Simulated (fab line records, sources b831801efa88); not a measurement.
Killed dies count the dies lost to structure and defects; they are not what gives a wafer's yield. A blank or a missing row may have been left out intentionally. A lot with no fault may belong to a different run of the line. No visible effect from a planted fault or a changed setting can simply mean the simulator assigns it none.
The tool behind it: which one? | flow sky130 | Sampling: 13 lots, 39 wafers, 2 of 708 route steps

== WHAT THE GAUGES SHOWED, per wafer ==
SKY_CONTACT_OVL_MEAS_15. Usual: CONTACT_OVL 4 nm, standard deviation 4.5.
lot  | measured     | on         | CONTACT_OVL (nm) | flag
L961 | day 31 05:11 | overlay-02 | 0 6 0            |
L960 | day 31 08:11 | overlay-02 | 9 -6 3           |
L962 | day 32 00:11 | overlay-02 | 5 8 3            |
L963 | day 32 19:19 | overlay-01 | 11 8 12          |
L964 | day 33 02:53 | overlay-02 | 7 -1 8           |
L966 | day 33 14:01 | overlay-02 | 4 9 8            |
L965 | day 33 14:33 | overlay-01 | 4 -3 3           |
L967 | day 33 21:29 | overlay-02 | 7 5 -1           |
L968 | day 34 00:46 | overlay-02 | 0 1 1            |
L969 | day 34 12:23 | overlay-01 | 5 10 9           |
L977 | day 36 18:25 | overlay-01 | 5 5 12           |
L981 | day 38 13:38 | overlay-01 | -3 -2 0          |
L983 | day 38 20:41 | overlay-02 | 5 10 10          |

SKY_METAL1_OVL_MEAS_16. Usual: METAL1_OVL 2 nm, standard deviation 5.2.
lot  | measured     | on         | METAL1_OVL (nm) | flag
L961 | day 32 09:59 | overlay-01 | -3 -5 -7        |
L960 | day 32 13:14 | overlay-01 | 9 4 8           |
L962 | day 33 04:54 | overlay-01 | 10 5 10         |
L963 | day 33 22:50 | overlay-02 | -5 -2 4         |
L964 | day 34 07:11 | overlay-02 | 4 3 -1          |
L966 | day 34 17:38 | overlay-01 | -1 4 1          |
L965 | day 34 18:56 | overlay-01 | 1 2 1           |
L967 | day 35 00:17 | overlay-02 | 2 6 7           |
L968 | day 35 03:50 | overlay-01 | 3 -2 0          |
L969 | day 35 16:25 | overlay-01 | 14 8 9          |
L977 | day 37 22:35 | overlay-01 | 4 6 6           |
L981 | day 39 15:39 | overlay-02 | 2 10 11         |
L983 | day 39 23:06 | overlay-02 | -2 7 2          |

== WHICH TOOL RAN EACH LOT (tool, then ch and the chambers of the sampled wafers, then the start) ==
The record shows no process step preceding these readings.

== AS READ BY THE TOOLS THEMSELVES (means over the sampled wafers that have a number; for cases with no such wafer, the mark the record gives instead) ==
The record holds no such reading with a usual standard deviation.

== THE ANSWER, worked out from the rows above alone ==
Rule: a lot is off if the mean of its wafers that have a number lies more than 3 standard deviations from the usual mean. Also off: a lot with no number at a reading for which 4 or more lots have one. Any other lot the step has rows for is counted as sound. After the gauges, taken in route order, come the tools' own readings; for these a lot's mean is taken, as printed above. At the first step where some lot is off, the reading lying furthest off is the one used; lots without a number count as furthest.
None of the lots is off at any reading shown; this tells nothing.

== WHAT THE SIMULATOR PUT IN ==
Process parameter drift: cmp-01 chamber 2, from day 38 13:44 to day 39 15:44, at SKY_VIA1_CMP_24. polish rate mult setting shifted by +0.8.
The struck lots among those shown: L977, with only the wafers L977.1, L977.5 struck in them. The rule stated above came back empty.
